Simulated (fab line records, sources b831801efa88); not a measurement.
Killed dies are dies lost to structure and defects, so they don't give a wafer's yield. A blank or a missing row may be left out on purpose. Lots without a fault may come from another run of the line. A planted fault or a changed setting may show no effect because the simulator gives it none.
One fault seen from 2 desks | flow sfq_line | each desk has only its own numbers; what lay behind them comes last

THE METROLOGY DESK
What the gauges read, lot by lot, whatever tool the lot ran on: means of the sampled wafers that have a number. A lot is out of limits, marked OUT, if its mean lies more than 4 standard deviations from the usual mean; the brackets give that distance.
Columns: A = JJ_NB_RS at SFQ_JJ_RS_MEAS_929, usual 1.046 ohm/sq; B = J5_OVL at SFQ_JJ_OVL_MEAS_931, usual 1 nm
lot  | first seen here | A     | B
L822 | day 44 00:50    | 1.049 | -1
L832 | day 55 14:34    | 1.060 | 2
L833 | day 55 19:22    | 1.057 | -0
L834 | day 56 03:52    | 1.047 | -3
L843 | day 60 07:28    | 1.067 | -6
L844 | day 60 17:11    | 1.056 | -1
This desk's finding: nothing out of limits on any of the 6 lots.

THE TOOL OWNER'S DESK: litho_track-01
The tool's own readings at SFQ_TRILAYER_JJ_CE_LITHO_COAT_114 (resist thk 600 nm): means of the sampled wafers that have a number, for each lot that ran on this tool. A lot is out of limits, marked OUT, if its mean lies more than 4 standard deviations from the usual mean; the brackets give that distance.
Columns: A = resist_line_temp_C at SFQ_TRILAYER_JJ_CE_LITHO_COAT_114, usual 23.01 C; B = spin_speed_rpm at SFQ_TRILAYER_JJ_CE_LITHO_COAT_114, usual 3000.1 rpm
lot  | first seen here | A     | B
L822 | day 44 01:22    | 23.03 | 3001.2
L833 | day 55 19:54    | 23.11 | 2931.3 (-36) OUT
L834 | day 56 04:20    | 22.81 | 2932.0 (-36) OUT
This desk's finding: out of limits on L833, L834; first on L833, day 55 19:54 (spin_speed_rpm at SFQ_TRILAYER_JJ_CE_LITHO_COAT_114). In limits: L822.

PUT TOGETHER
The tool owner's desk could have raised an alarm at day 55 19:54, on L833, L834.
The metrology desk saw nothing out of limits.
The metrology desk has L833, L834 on record, within its limits.
Of the lots named, all ran SFQ_TRILAYER_JJ_CE_LITHO_COAT_114 on litho_track-01.

WHAT THE SIMULATOR HAD PUT IN
Process parameter drift: litho_track-01, from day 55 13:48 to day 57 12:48, at SFQ_TRILAYER_JJ_CE_LITHO_COAT_114. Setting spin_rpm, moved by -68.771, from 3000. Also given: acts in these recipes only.
Lots struck among those shown: L833, L834.
Hours from the fault's start to each desk's first reading out of limits: the tool owner's desk, 6.
